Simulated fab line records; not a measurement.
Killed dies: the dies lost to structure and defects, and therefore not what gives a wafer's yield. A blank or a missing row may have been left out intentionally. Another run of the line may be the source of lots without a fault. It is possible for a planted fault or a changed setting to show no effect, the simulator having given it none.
Which tool was responsible? -- flow sky130 -- 36 wafers from 12 lots sampled at 4 of the route's 708 steps

## WHAT EACH GAUGE READ, for each wafer
SKY_SONOS_ONO_OVL_MEAS_14. Usual: SONOS_ONO_OVL typically reads 1.1 nm, with standard deviation 1.4.
lot,measured,on,SONOS_ONO_OVL (nm),flag
L104,day 12 23:46,overlay-02,1.0 1.4 0.8,
L106,day 13 12:17,overlay-02,-0.4 0.9 0.4,
L105,day 13 12:22,overlay-01,1.8 2.0 1.4,
L107,day 14 05:55,overlay-01,4.4 2.5 4.1,
L109,day 14 18:33,overlay-01,2.2 0.7 3.2,
L110,day 14 23:45,overlay-02,1.1 2.2 1.0,
L113,day 15 20:25,overlay-02,1.9 0.2 1.2,
L121,day 18 21:23,overlay-02,0.3 2.8 1.9,
L122,day 19 04:15,overlay-01,2.6 2.7 3.4,
L123,day 19 07:24,overlay-02,4.0 3.9 1.7,
L124,day 19 22:01,overlay-02,-2.1 -0.3 -0.7,
L125,day 19 23:16,overlay-01,2.0 2.6 1.8,

SKY_POLY_GATE_THK_MEAS_04. Usual: POLY_GATE_CVD_03_THK typically reads 74.9 nm, with standard deviation 0.72.
lot,measured,on,POLY_GATE_CVD_03_THK (nm),flag
L104,day 15 16:15,film-metro-03,75.3 74.8 75.7,
L106,day 16 06:11,film-metro-04,75.3 74.8 74.8,
L105,day 16 06:14,film-metro-03,75.1 75.2 75.4,
L107,day 16 20:46,film-metro-04,74.2 74.5 74.1,
L109,day 17 11:13,film-metro-04,74.3 74.1 74.0,
L110,day 17 15:44,film-metro-02,75.3 75.2 74.9,
L113,day 18 13:09,film-metro-03,75.1 74.3 74.8,
L121,day 21 18:10,film-metro-04,74.5 74.7 75.2,
L122,day 22 01:29,film-metro-02,75.1 74.8 75.0,
L123,day 22 05:45,film-metro-04,76.0 75.6 75.7,
L124,day 22 17:55,film-metro-04,75.3 75.8 76.2,
L125,day 22 19:58,film-metro-02,76.4 76.2 76.2,

SKY_LDD_HVN_TW_MEAS_10. Usual: LDD_HVN_TW typically reads 1439, with standard deviation 15.
lot,measured,on,LDD_HVN_TW,flag
L104,day 20 16:49,film-metro-02,1420 1418 1418,
L106,day 21 11:19,film-metro-02,1425 1424 1427,
L105,day 21 11:50,film-metro-03,1463 1456 1462,
L107,day 22 05:37,film-metro-03,1446 1453 1449,
L109,day 22 16:53,film-metro-02,1358 1351 1353 1359 1356 1362,OFF
L110,day 22 21:47,film-metro-04,1365 1365 1367 1374 1364 1369,OFF
L113,day 23 18:13,film-metro-02,1331 1340 1339 1342 1336 1344,OFF
L121,day 26 19:52,film-metro-04,1456 1453 1456,
L122,day 27 04:35,film-metro-04,1450 1457 1444,
L123,day 27 08:19,film-metro-02,1422 1421 1428,
L124,day 27 20:01,film-metro-03,1454 1454 1450,
L125,day 27 20:58,film-metro-04,1446 1447 1448,

## EACH LOT AND THE TOOL THAT RAN IT (in order: tool; ch and the chambers of the sampled wafers; start)
lot,SKY_LDD_HVN_IMPLANT_08
L104,"implanter-03 ch 0, day 20 16:34"
L106,"implanter-03 ch 0, day 21 11:05"
L105,"implanter-02 ch 0, day 21 11:37"
L107,"implanter-02 ch 0, day 22 05:22"
L109,"implanter-03 ch 0, day 22 16:40"
L110,"implanter-03 ch 0, day 22 21:33"
L113,"implanter-03 ch 0, day 23 17:59"
L121,"implanter-02 ch 0, day 26 19:37"
L122,"implanter-03 ch 0, day 27 04:22"
L123,"implanter-02 ch 0, day 27 08:04"
L124,"implanter-01 ch 0, day 27 19:46"
L125,"implanter-01 ch 0, day 27 20:43"
- SKY_LDD_HVN_IMPLANT_08

## WHAT THE TOOLS THEMSELVES READ (means of the sampled wafers that have a number; where no wafer has one, the mark that the record gives instead)
SKY_LDD_HVN_IMPLANT_08. Usual: beam-energy-keV at 59.996, with a standard deviation of 0.018.
lot,tool,beam-energy-keV,flag
L104,implanter-03,60.002,
L106,implanter-03,60.010,
L105,implanter-02,59.991,
L107,implanter-02,59.983,
L109,implanter-03,48.966,OFF
L110,implanter-03,48.976,OFF
L113,implanter-03,48.971,OFF
L121,implanter-02,59.992,
L122,implanter-03,60.008,
L123,implanter-02,59.994,
L124,implanter-01,59.978,
L125,implanter-01,60.000,

## THE ANSWER, worked out from the rows above alone
Rule: lot off if the mean of its wafers having a number is beyond 3 standard deviations from the usual mean. A lot without any number at a reading at which 4 lots or more have one is off too. All remaining lots with rows at the step are treated as sound. After the gauges, taken in route order, come the tools' own readings; for these a lot's mean is taken, as printed above. At the first step where some lot is off, the reading lying furthest off is the one used; lots without a number count as furthest.
Off: L109, L110, L113, seen at SKY_LDD_HVN_TW_MEAS_10 (LDD_HVN_TW).
A tool fits if, at a process step before that reading, it ran every lot that is off, and no sound lot after the first of them. Not tried: the gauges at SKY_LDD_HVN_TW_MEAS_10; whatever is off there is also off at SKY_LDD_HVN_IMPLANT_08, on other tools, and gauge error can't account for it. None of those tried fits.

## WHAT THE SIMULATOR PUT IN
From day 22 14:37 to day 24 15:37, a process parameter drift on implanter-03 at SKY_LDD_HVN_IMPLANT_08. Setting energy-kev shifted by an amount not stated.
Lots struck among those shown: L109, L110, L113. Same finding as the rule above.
